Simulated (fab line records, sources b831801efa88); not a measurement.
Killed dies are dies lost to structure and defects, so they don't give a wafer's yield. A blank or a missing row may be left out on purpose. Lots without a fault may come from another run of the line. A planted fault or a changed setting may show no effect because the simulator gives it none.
A struck lot beside a sound one | flow gf180mcu | 14 steps out of a route of 602
Sound: wafers L528.4, L528.5, L528.6. Struck: wafers L536.2, L536.5, L536.6. The cause comes at the end.
At each step with rows: each side's tool, then ch and its chambers, then its first start. Under that, the readings that differ: sound wafers | struck wafers | difference of the means | sigmas: that difference in standard deviations of wafers without a fault.
alike: readings whose means differ by less than 2 such deviations, and words and numbers that are the same on both sides. not compared: withheld readings, readings that some wafer has no value for, bounds like >300 that may hide the same value, and numbers for which the record gives no deviation and whose values overlap.
The two part at a step that has a row with sigmas, a row that says differs or no value, or rows on one side only. Numbers that don't overlap but have no deviation are shown without sigmas and don't part them. A reading that every wafer of one side lacks parts them only if that side has two wafers or more.

first, 1 step without rows for these wafers: GF_V5_CVD_00 (deposits SiO2, target thk 300 nm, time 50 s).
GF_V5_THK_MEAS_01:
  sound on film_metro-02, day 29 10:40; struck on film_metro-01, day 31 19:35
  alike: V5_CVD_00_THK
GF_V5_CVD_02: deposits SiO2 from TEOS, target thk 1450 nm, time 163.28 s.
  sound on pecvd-03 ch 0,1,2, day 29 10:44; struck on pecvd-04 ch 0,1, day 31 19:38
  alike: heater_power_w
GF_V5_THK_MEAS_03:
  sound on film_metro-01, day 29 10:50; struck on film_metro-01, day 31 19:45
  alike: V5_CVD_02_THK
GF_V5_CMP_04: polishes SiO2.
  sound on cmp-02 ch 1,2,3, day 29 11:03; struck on cmp-02 ch 0,2,3, day 31 19:57
  alike: motor_current_A
GF_V5_BOW_MEAS_05:
  sound on film_metro-04, day 29 11:19; struck on film_metro-02, day 31 20:07
  alike: V5_BOW
then, 6 steps without rows for these wafers: GF_V5_DEHYDRATE_06 (time 60 s); GF_V5_HMDS_07 (prime time 60 s); GF_V5_COAT_08; GF_V5_COAT_09 (resist thk 1000 nm); GF_V5_SOFTBAKE_10 (time 60 s); GF_V5_EXPOSE_11 (exposes mask Via5, target cd 260 nm).
GF_V5_PEB_12: peb time 90 s.
  sound on litho_track-03 ch 0, day 30 06:25; struck on litho_track-01, day 32 12:10
  no value came back on the struck wafers for chill_plate_temp_C (C), exhaust_pa (Pa); on the sound wafers chill_plate_temp_C (C) reads 23.01 22.93 23.08
then, 1 step without rows for these wafers: GF_V5_DEVELOP_13 (develop time 60 s).

WHERE THEY PART
Only at GF_V5_PEB_12, within this record.

WHY: what the simulator had put in
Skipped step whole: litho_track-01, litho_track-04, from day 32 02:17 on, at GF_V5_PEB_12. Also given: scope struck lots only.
